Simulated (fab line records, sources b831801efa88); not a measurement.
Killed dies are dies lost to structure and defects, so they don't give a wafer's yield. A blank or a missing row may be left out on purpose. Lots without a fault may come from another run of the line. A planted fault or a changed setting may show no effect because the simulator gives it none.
Chamber matching | flow sky130 | SKY_CONTACT_ETCH_17 on rie_diel-02: 4 sister chambers
The step etches SiO2 in C4F8/O2/Ar, stops on Si3N4, target depth 340 nm. 4 wafers are shown with their chamber, then 8 later ones without.

WAFERS WITH THEIR CHAMBER
wafer  | chamber | oes_product_au (a.u.)
L088.2 | 3       | 0.899
L088.5 | 1       | 0.890
L089.6 | 2       | 0.895
L091.1 | 0       | 0.894

WAFERS WITHOUT THEIR CHAMBER
wafer  | oes_product_au (a.u.)
L091.2 | 0.887
L091.5 | 0.891
L094.1 | 0.888
L094.4 | 0.891
L094.5 | 0.889
L095.2 | 0.892
L095.3 | 0.884
L095.6 | 0.892

WHICH CHAMBER EACH WENT THROUGH
wafer  | from the rows above               | in truth
L091.2 | can't be placed: 1 or 0 or 2      | 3
L091.5 | can't be placed: 1 or 0 or 2      | 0
L094.1 | can't be placed: 1 or 0 or 2      | 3
L094.4 | can't be placed: 1 or 0 or 2      | 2
L094.5 | can't be placed: 1 or 0 or 2      | 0
L095.2 | can't be placed: 0 or 1 or 2 or 3 | 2
L095.3 | can't be placed: 1 or 0 or 2      | 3
L095.6 | can't be placed: 0 or 1 or 2 or 3 | 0
Placed correctly: 0 of 8. Can't be placed from these rows: 8 (the true chamber is among the candidates in 5). Placed wrongly: 0.
How it was worked out, from the rows above alone: a wafer's distance from a chamber is the root of the sum, over the readings, of the square of ((its reading less the chamber's mean) divided by the reading's scatter). The wafer belongs to the nearest chamber; if the next one is less than 2 further off, it can't be placed. A chamber's mean is the mean of its shown wafers. The scatter: with one shown wafer a chamber, the root of the mean of the squares of how far each hidden wafer lies from its nearest shown one.
